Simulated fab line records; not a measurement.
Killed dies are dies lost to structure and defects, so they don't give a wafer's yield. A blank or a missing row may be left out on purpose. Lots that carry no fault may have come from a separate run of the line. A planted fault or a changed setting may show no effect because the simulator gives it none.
What tool caused it? | flow gf180mcu | 7 lots, 21 wafers sampled, at 1 step of a route of 602

== WHAT EACH GAUGE READ, for each wafer ==
GF_NWELL_OVL_MEAS_07.
lot  | measured    | on         | NWELL_OVL (nm)
L411 | day 3 13:22 | overlay-01 | -1.9 -0.5 -2.6
L417 | day 4 23:54 | overlay-01 | 3.4 3.6 3.2
L423 | day 6 12:31 | overlay-01 | 0.4 1.8 2.3
L425 | day 6 17:55 | overlay-02 | 2.7 1.5 1.6
L428 | day 7 10:04 | overlay-02 | -1.7 -0.7 -1.6
L431 | day 8 02:32 | overlay-01 | 2.9 0.5 3.3
L433 | day 8 13:14 | overlay-02 | 2.2 -0.6 1.3

== WHICH TOOL RAN EACH LOT (tool, then ch and the chambers of the sampled wafers, then the start) ==
The record shows no process step preceding these readings.

== THE ANSWER, worked out from the rows above alone ==
Rule: what is usual is taken from the lots themselves. Put in order of their means at a reading, lots are off if they are a third of the lots or fewer, leave a main group of 4 or more, and stand apart from it by a gap of 3 or more times the standard deviation of the main group's means; of several such gaps the widest counts. If all means in a main group match to the digits the tables above print for the reading, that group is not used. A lot without any number at a reading at which 4 lots or more have one is off too. All remaining lots with rows at the step are treated as sound.
No lot is off at any reading shown: from this, nothing can be told.

== WHAT THE SIMULATOR PUT IN ==
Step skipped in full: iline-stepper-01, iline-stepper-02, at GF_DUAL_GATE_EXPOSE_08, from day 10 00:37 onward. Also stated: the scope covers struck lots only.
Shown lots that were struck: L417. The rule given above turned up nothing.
